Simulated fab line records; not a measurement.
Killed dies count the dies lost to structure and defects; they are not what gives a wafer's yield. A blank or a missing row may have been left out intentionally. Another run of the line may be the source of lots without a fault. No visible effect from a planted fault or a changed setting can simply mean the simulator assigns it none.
A struck lot beside a sound one || flow sky130 || 35 steps out of a route of 708
Sound: these wafers, L555.1, L555.3, L555.5. Struck: wafers L563.2, L563.6. (L563.4 of the same lot was not struck and is left out.) The cause comes at the end.
Order at every step that has rows: each side's tool, ch and its chambers, its first start. Under that, the readings that differ: sound wafers || struck wafers || difference of the means || sigmas: that difference in standard deviations of wafers without a fault.
alike: same words and numbers on both sides, and readings whose means sit less than 2 such deviations apart. not compared: any withheld reading, any reading some wafer has no value for, any bound like >300 that may hide the same value, and any number with overlapping values for which the record gives no deviation.
Wherever a step has rows on one side only, a row that says differs or no value, or a row with sigmas, the two part there. Non-overlapping numbers with no deviation appear without sigmas and do not part them. A reading missing from all wafers of one side parts the sides only when that side holds two or more wafers.

first, 6 steps without rows for these wafers: SKY_METAL5_HMDS_08 (prime time 60 s); SKY_METAL5_COAT_09 (resist thk 1800 nm); SKY_METAL5_SOFTBAKE_10 (time 60 s); SKY_METAL5_EXPOSE_11 (exposes mask MM5, target cd 1600 nm); SKY_METAL5_PEB_12; SKY_METAL5_DEVELOP_13 (develop time 60 s).
SKY_METAL5_DESCUM_14: chemistry O2, time 11 s.
  sound on rie-metal-01 ch 1, day 44 14:29; struck on rie-metal-01 ch 0, day 47 08:10
  alike: drypump-motor-current-A, oes-product-au
  not compared: rf-hours-counter-h
SKY_METAL5_METAL_ETCH_15: etches the open film in Cl2/BCl3, stops on SiO2, target depth 1260 nm, time 252 s.
  sound on rie-metal-01 ch 1, day 44 14:32; struck on rie-metal-01 ch 0, day 47 08:12
  alike: drypump-motor-current-A, oes-product-au, throttle-valve-pct
  not compared: rf-hours-counter-h
SKY_METAL5_STRIP_16: strips in O2/N2.
  sound on plasma-asher-02 ch 0,1, day 44 14:46; struck on plasma-asher-04 ch 1, day 47 08:26
{"reading": "strip-time-to-endpoint-s (s)", "sound": "13.24 13.13 13.18", "struck": "12.91 12.86", "difference": -0.30, "sigmas": -2}
  alike: drypump-motor-current-A, oes-product-au
  not compared: rf-hours-counter-h
then, 3 steps without rows for these wafers: SKY_METAL5_STRIP_17 (strips in post etch residue remover, time 1200 s); SKY_METAL5_CLEAN_18 (cleans in IPA, time 180 s); SKY_METAL5_CLEAN_19 (cleans in O3/DIW).
SKY_PASSIVATION_CVD_00: deposits SiO2, target thk 90 nm.
  sound on pecvd-04 ch 0,1,2, day 44 15:22; struck on pecvd-04 ch 0,2, day 47 09:04
{"reading": "model.SiO2_of_PASSIVATION_CVD_00.thk-nm (nm)", "sound": "88.05 88 89.54", "struck": "134.5 138", "difference": "+47.7", "sigmas": ""}
  alike: heater-power-w
SKY_PASSIVATION_THK_MEAS_01:
  struck on film-metro-04, day 47 09:05; sound on film-metro-02, day 44 15:23
{"reading": "PASSIVATION_CVD_00_THK (nm)", "sound": "88.0 88.0 89.5", "struck": "134.5 138.1", "difference": "+47.8", "sigmas": "+37"}
then, 1 step without rows for these wafers: SKY_PASSIVATION_CVD_02 (deposits Si3N4, target thk 540 nm).
SKY_PASSIVATION_THK_MEAS_03:
  struck on film-metro-02, day 47 09:26; sound on film-metro-03, day 44 15:40
  alike: PASSIVATION_CVD_02_THK
then, 7 steps without rows for these wafers: SKY_PASSIVATION_DEHYDRATE_04 (time 60 s); SKY_PASSIVATION_HMDS_05 (prime time 60 s); SKY_PASSIVATION_COAT_06 (resist thk 3000 nm); SKY_PASSIVATION_SOFTBAKE_07; SKY_PASSIVATION_EXPOSE_08 (exposes mask NSM, target cd 3000 nm); SKY_PASSIVATION_PEB_09; SKY_PASSIVATION_DEVELOP_10 (develop time 60 s).
SKY_PASSIVATION_ETCH_11: etches the open film in CF4/O2, stops on AlCu, target depth 725 nm, time 161.1 s.
  sound on rie-diel-04 ch 2,3, day 45 13:16; struck on rie-diel-04 ch 0,1, day 48 04:52
{"reading": "oes-product-au (a.u.)", "sound": "0.965 0.964 0.973", "struck": "0.995 0.972", "difference": "+0.016", "sigmas": "+2"}
{"reading": "model.PASSIVATION.feature-depth-nm (nm)", "sound": "684.4 691.6 699.2", "struck": "730.8 700.4", "difference": "+23.9", "sigmas": ""}
{"reading": "model.etch.depth-nm (nm)", "sound": "684.4 691.6 699.2", "struck": "730.8 700.4", "difference": "+23.9", "sigmas": ""}
  alike: drypump-motor-current-A, throttle-valve-pct
  not compared: rf-hours-counter-h
SKY_PASSIVATION_STRIP_12: strips in O2/N2.
  sound on plasma-asher-04 ch 0, day 45 13:22; struck on plasma-asher-01 ch 0,1, day 48 04:58
  alike: drypump-motor-current-A, oes-product-au, strip-time-to-endpoint-s
  not compared: rf-hours-counter-h
then, 7 steps without rows for these wafers: SKY_PAD_OPEN_DEHYDRATE_00 (time 60 s); SKY_PAD_OPEN_HMDS_01 (prime time 60 s); SKY_PAD_OPEN_COAT_02 (resist thk 3000 nm); SKY_PAD_OPEN_SOFTBAKE_03; SKY_PAD_OPEN_EXPOSE_04 (exposes mask PDM, target cd 60000 nm); SKY_PAD_OPEN_PEB_05; SKY_PAD_OPEN_DEVELOP_06 (develop time 60 s).
SKY_PAD_OPEN_ETCH_07: etches the open film in CF4/O2, stops on AlCu, target depth 725 nm, time 161.1 s.
  sound on rie-diel-04 ch 0,1, day 46 10:29; struck on rie-diel-04 ch 0,1, day 48 23:11
{"reading": "oes-product-au (a.u.)", "sound": "0.960 0.966 0.975", "struck": "0.983 1.005", "difference": "+0.027", "sigmas": "+4"}
{"reading": "model.PAD_OPEN.feature-depth-nm (nm)", "sound": "684.4 691.6 699.2", "struck": "700.8 736", "difference": "+26.7", "sigmas": ""}
{"reading": "model.etch.depth-nm (nm)", "sound": "684.4 691.6 699.2", "struck": "700.8 736", "difference": "+26.7", "sigmas": ""}
  alike: drypump-motor-current-A, throttle-valve-pct
  not compared: rf-hours-counter-h
SKY_PAD_OPEN_STRIP_08: strips in O2/N2.
  sound on plasma-asher-02 ch 1, day 46 10:35; struck on plasma-asher-02 ch 0, day 48 23:17
{"reading": "drypump-motor-current-A (A)", "sound": "5.3 5.3 5.3", "struck": "6.1 6.0", "difference": "+0.8", "sigmas": "+2"}
  alike: oes-product-au
  not compared: rf-hours-counter-h
SKY_PAD_OPEN_PROBE_99:
  only the struck wafers here have rows in the record (prober-02, day 49 01:33); the sound ones have none

## WHERE THEY PART
Earliest at SKY_METAL5_STRIP_16; latest, in this record, at SKY_PAD_OPEN_PROBE_99.

WHY: what the simulator had put in
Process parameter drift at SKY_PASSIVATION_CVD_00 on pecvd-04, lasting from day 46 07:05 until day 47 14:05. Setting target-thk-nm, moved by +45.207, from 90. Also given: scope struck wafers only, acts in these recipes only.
